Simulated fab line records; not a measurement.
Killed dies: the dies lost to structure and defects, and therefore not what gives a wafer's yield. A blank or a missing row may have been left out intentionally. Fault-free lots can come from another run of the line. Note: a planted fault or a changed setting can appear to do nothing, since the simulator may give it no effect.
Matching of chambers	flow sky130	SKY_CONTACT_CMP_04 on cmp-01: 4 sister chambers
The step polishes SiO2. 27 wafers are shown with their chamber, then 12 later ones without.

== WAFERS WITH THEIR CHAMBER ==
wafer	chamber	motor current A (A)	time to endpoint s (s)
L074.2	0	10.3	85
L074.3	3	12.7	88
L074.5	3	13.5	85
L077.1	3	13.3	87
L077.4	1	12.5	87
L077.5	1	12.7	88
L078.1	2	11.1	88
L078.2	3	13.7	81
L078.4	0	10.4	82
L079.1	1	13.0	88
L079.2	3	14.6	82
L079.5	0	10.4	81
L081.3	0	10.2	81
L081.4	3	13.3	86
L081.5	0	10.5	83
L082.3	3	13.4	90
L082.5	2	11.1	87
L082.6	3	13.8	86
L084.1	0	10.2	86
L084.2	3	13.1	83
L084.4	1	13.1	88
L085.1	2	10.6	83
L085.2	1	12.5	87
L085.6	3	14.0	80
L088.1	1	12.7	83
L088.3	3	13.6	81
L088.6	1	12.4	83

SIGNATURES, as means of the wafers listed above
reading	chamber 0	chamber 1	chamber 2	chamber 3	scatter within a chamber
motor current A	10.333	12.700	10.933	13.545	0.369
time to endpoint s	83.00	86.29	86.00	84.45	2.75
Rule: a wafer lies at a distance from a chamber equal to the root of the sum of squares, over the readings, of (its reading less the chamber's mean, divided by the reading's scatter). The wafer belongs to the nearest chamber; if the next one is less than 2 further off, it can't be placed. The scatter: take each reading less its chamber's mean, square it, sum over the shown wafers, divide by the number of wafers less the number of chambers, and take the root.

== WAFERS WITH NO CHAMBER GIVEN ==
wafer	motor current A (A)	time to endpoint s (s)
L092.2	12.9	87
L092.3	11.3	84
L092.5	11.4	90
L095.1	13.4	83
L095.3	10.1	81
L095.6	10.6	79
L096.1	12.6	84
L096.3	10.9	78
L096.5	10.6	88
L096.2	11.5	90
L096.4	13.6	84
L096.6	12.5	86

== WHICH CHAMBER EACH WENT THROUGH ==
wafer	from the rows above	in truth
L092.2	can't be placed: 1 or 3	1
L092.3	can't be placed: 2 or 0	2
L092.5	can't be placed: 2 or 1 or 0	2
L095.1	can't be placed: 3 or 1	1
L095.3	can't be placed: 0 or 2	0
L095.6	can't be placed: 0 or 2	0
L096.1	can't be placed: 1 or 3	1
L096.3	can't be placed: 0 or 2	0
L096.5	can't be placed: 2 or 0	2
L096.2	can't be placed: 2 or 1 or 0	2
L096.4	3	3
L096.6	1	1
Placed correctly: 2 of 12. Unplaceable from these rows: 10, with the true chamber sitting among the candidates in 10. Placed wrongly: 0.
